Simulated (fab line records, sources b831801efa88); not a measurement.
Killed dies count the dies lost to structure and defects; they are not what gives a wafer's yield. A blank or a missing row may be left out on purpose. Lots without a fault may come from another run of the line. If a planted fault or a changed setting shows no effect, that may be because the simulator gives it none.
Tool commonality check    flow gf180mcu    36 wafers sampled across 11 lots

REASON FOR OPENING
GF_STI_THK_MEAS_04, reading STI_CVD_03_THK: flagged on 1 of 11 lots. No-fault wafers: 206.8 nm, standard deviation 2.
Rule: a lot gets a flag if all its wafers with a number sit over 4 standard deviations from that mean, or if no wafer of it has a number. As for the other lots, they are considered sound.

lot   measured     on             STI_CVD_03_THK (nm), wafer by wafer  flag
L674  day 1 18:34  film metro-01  206.3 204.8 207.6                    
L676  day 2 05:07  film metro-01  206.4 207.3 207.0                    
L678  day 2 14:35  film metro-03  206.3 205.9 203.5                    
L679  day 2 19:35  film metro-01  206.5 205.8 207.6                    
L680  day 3 00:34  film metro-01  205.1 205.7 206.3                    
L682  day 3 10:35  film metro-01  205.4 205.2 205.3                    
L684  day 3 21:42  film metro-03  383.7 383.6 385.3 383.6 383.8 384.9  FLAGGED
L692  day 5 12:56  film metro-03  208.0 207.5 208.7                    
L693  day 5 17:34  film metro-03  207.1 209.1 207.5                    
L695  day 6 04:38  film metro-01  207.7 209.4 209.2                    
L696  day 6 09:00  film metro-01  208.2 207.9 207.4                    
The mean of the flagged lots' numbers is 384.1 nm, +177.3 nm from the usual (+89 standard deviations).

WHICH TOOL EACH LOT WENT THROUGH
The record holds 1 process step before the reading, out of a route of 602 steps. Read each cell as the tool, then ch plus the chambers that the sampled wafers visited, then the start.
lot   flag     GF_STI_CVD_03
L674           lpcvd-02 ch 0, day 1 16:34
L676           lpcvd-01 ch 1, day 2 03:08
L678           lpcvd-02 ch 1, day 2 12:36
L679           lpcvd-01 ch 0, day 2 17:34
L680           lpcvd-01 ch 1, day 2 22:34
L682           lpcvd-02 ch 0, day 3 08:34
L684  FLAGGED  lpcvd-01 ch 0, day 3 18:43
L692           lpcvd-02 ch 0, day 5 10:57
L693           lpcvd-02 ch 0, day 5 15:34
L695           lpcvd-02 ch 1, day 6 02:40
L696           lpcvd-02 ch 1, day 6 07:01
What the steps here do:
- GF_STI_CVD_03: deposits Si3N4 from DCS/NH3, target thk 207.16 nm, time 3551 s.
- GF_STI_THK_MEAS_04

FLAGGED AGAINST TOTAL, ONE TOOL AT A TIME (gauges that did the reading follow at the end)
step                tool           lots run  flagged  share of the flagged lots  sound lots run after its first flagged lot
GF_STI_CVD_03       lpcvd-01       4         1        all                        0
GF_STI_CVD_03       lpcvd-02       7         0        none                       -
GF_STI_THK_MEAS_04  film metro-01  7         0        none                       -
GF_STI_THK_MEAS_04  film metro-03  4         1        all                        2 (L692,L693)

WHAT THE TABLE ALLOWS
Table rows that saw every flagged lot: 2, namely lpcvd-01 at GF_STI_CVD_03 and film metro-03 at GF_STI_THK_MEAS_04.
- lpcvd-01 at GF_STI_CVD_03 ran 4 lots, 1 of them flagged. It ran its last sound lot, L680, at day 2 22:34 and its first flagged lot, L684, at day 3 18:43: a fault with its onset between the two fits.
- film metro-03 at GF_STI_THK_MEAS_04 ran 4 lots, 1 of them flagged. Sound lots followed the first flagged one (L692, L693) on it, something a lasting fault affecting the whole tool could not allow.
lpcvd-01 at GF_STI_CVD_03 is the single tool remaining.

WHAT THE SIMULATOR HAD INSERTED
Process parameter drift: lpcvd-01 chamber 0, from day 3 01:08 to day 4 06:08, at GF_STI_CVD_03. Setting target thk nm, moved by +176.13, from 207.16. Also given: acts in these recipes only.
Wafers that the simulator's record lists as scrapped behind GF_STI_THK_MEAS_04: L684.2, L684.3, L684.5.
Struck lots among those shown: L684. The rule above found the same.
